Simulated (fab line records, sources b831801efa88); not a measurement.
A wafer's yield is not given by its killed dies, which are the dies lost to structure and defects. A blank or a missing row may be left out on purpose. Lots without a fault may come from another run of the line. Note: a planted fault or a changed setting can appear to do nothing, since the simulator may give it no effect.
Which of the tools did it? | flow sfq line | 13 lots with 38 wafers sampled at 2 steps, on a route of 325 steps

## WHAT THE GAUGES READ, wafer by wafer
SFQ_M6_RS_MEAS_938: measurement is done with a four-point probe. Usual: M6_NB_RS typically reads 0.891 ohm/sq, with standard deviation 0.0088.
lot  | measured     | on            | M6_NB_RS (ohm/sq) | flag
L877 | day 66 20:50 | film metro-04 | 0.882 0.901 0.876 |
L878 | day 66 21:58 | film metro-02 | 0.883 0.878 0.897 |
L881 | day 70 02:41 | film metro-02 | 0.891 0.894 0.888 |
L883 | day 70 08:36 | film metro-02 | 0.887 1.294       | OFF
L884 | day 70 11:18 | film metro-03 | 0.894 0.892 0.884 |
L890 | day 72 04:08 | film metro-03 | 0.887 0.896 0.886 |
L891 | day 72 06:36 | film metro-03 | 0.902 0.891 0.901 |
L892 | day 72 08:56 | film metro-02 | 0.900 0.894 0.897 |
L893 | day 72 19:53 | film metro-02 | 0.887 0.893 0.885 |
L894 | day 73 04:23 | film metro-02 | 0.883 0.903 0.886 |
L896 | day 73 10:25 | film metro-02 | 0.898 0.888 0.890 |
L899 | day 73 23:44 | film metro-02 | 0.897 0.909 0.902 |
L900 | day 74 03:19 | film metro-04 | 0.880 0.897 0.896 |

## EACH LOT AND THE TOOL THAT RAN IT (in order: tool; ch and the chambers of the sampled wafers; start)
lot  | SFQ_TRILAYER_M6_DEP_SPUTTER_157
L877 | pvd sputter-05, day 66 20:40
L878 | pvd sputter-06, day 66 21:52
L881 | pvd sputter-05, day 70 02:34
L883 | pvd sputter-06, day 70 08:31
L884 | pvd sputter-05, day 70 11:13
L890 | pvd sputter-05, day 72 04:03
L891 | pvd sputter-04, day 72 06:28
L892 | pvd sputter-06, day 72 08:51
L893 | pvd sputter-05, day 72 19:47
L894 | pvd sputter-04, day 73 04:17
L896 | pvd sputter-05, day 73 10:17
L899 | pvd sputter-05, day 73 23:37
L900 | pvd sputter-04, day 74 03:13
- SFQ_TRILAYER_M6_DEP_SPUTTER_157: material Nb, target thk 200 nm, time 133.3 s.

## WHAT THE TOOLS THEMSELVES READ (means of the sampled wafers that have a number; where no wafer has one, the mark that the record gives instead)
SFQ_TRILAYER_M6_DEP_SPUTTER_157. Usual: chamber pressure pa 0.13328 Pa, standard deviation 0.00027; throttle valve pct 29.9 %, standard deviation 0.84.
lot  | tool           | chamber pressure pa (Pa) | throttle valve pct (%) | flag
L877 | pvd sputter-05 | 0.13326                  | 29.6                   |
L878 | pvd sputter-06 | 0.13311                  | 29.8                   |
L881 | pvd sputter-05 | 0.13340                  | 29.6                   |
L883 | pvd sputter-06 | 0.13353                  | 29.8                   |
L884 | pvd sputter-05 | 0.13321                  | 29.7                   |
L890 | pvd sputter-05 | 0.13338                  | 29.7                   |
L891 | pvd sputter-04 | 0.13356                  | 30.1                   |
L892 | pvd sputter-06 | 0.13316                  | 29.2                   |
L893 | pvd sputter-05 | 0.13293                  | 29.8                   |
L894 | pvd sputter-04 | 0.13324                  | 29.6                   |
L896 | pvd sputter-05 | 0.13337                  | 29.7                   |
L899 | pvd sputter-05 | 0.13344                  | 29.9                   |
L900 | pvd sputter-04 | 0.13327                  | 30.1                   |

## THE ANSWER, worked out from the rows above alone
Rule: a lot counts as off when the mean over its wafers that have a number is more than 3 standard deviations away from the usual mean. A lot without any number at a reading at which 4 lots or more have one is off too. All remaining lots with rows at the step are treated as sound. Order of review: gauges by route order, followed by the tools' own readings, for which a lot's mean as printed above is used. The first step at which some lot is off is used, and at that step the reading that is off furthest; a lot without a number counts as furthest.
Off: at SFQ_M6_RS_MEAS_938 (M6_NB_RS), L883.
If a tool, at a process step before that reading, ran all the lots that are off and no sound lot after the first of them, it fits. Gauges at SFQ_M6_RS_MEAS_938: tried the same way as those tools. No candidate that was tried fits.

## WHAT THE SIMULATOR PUT IN
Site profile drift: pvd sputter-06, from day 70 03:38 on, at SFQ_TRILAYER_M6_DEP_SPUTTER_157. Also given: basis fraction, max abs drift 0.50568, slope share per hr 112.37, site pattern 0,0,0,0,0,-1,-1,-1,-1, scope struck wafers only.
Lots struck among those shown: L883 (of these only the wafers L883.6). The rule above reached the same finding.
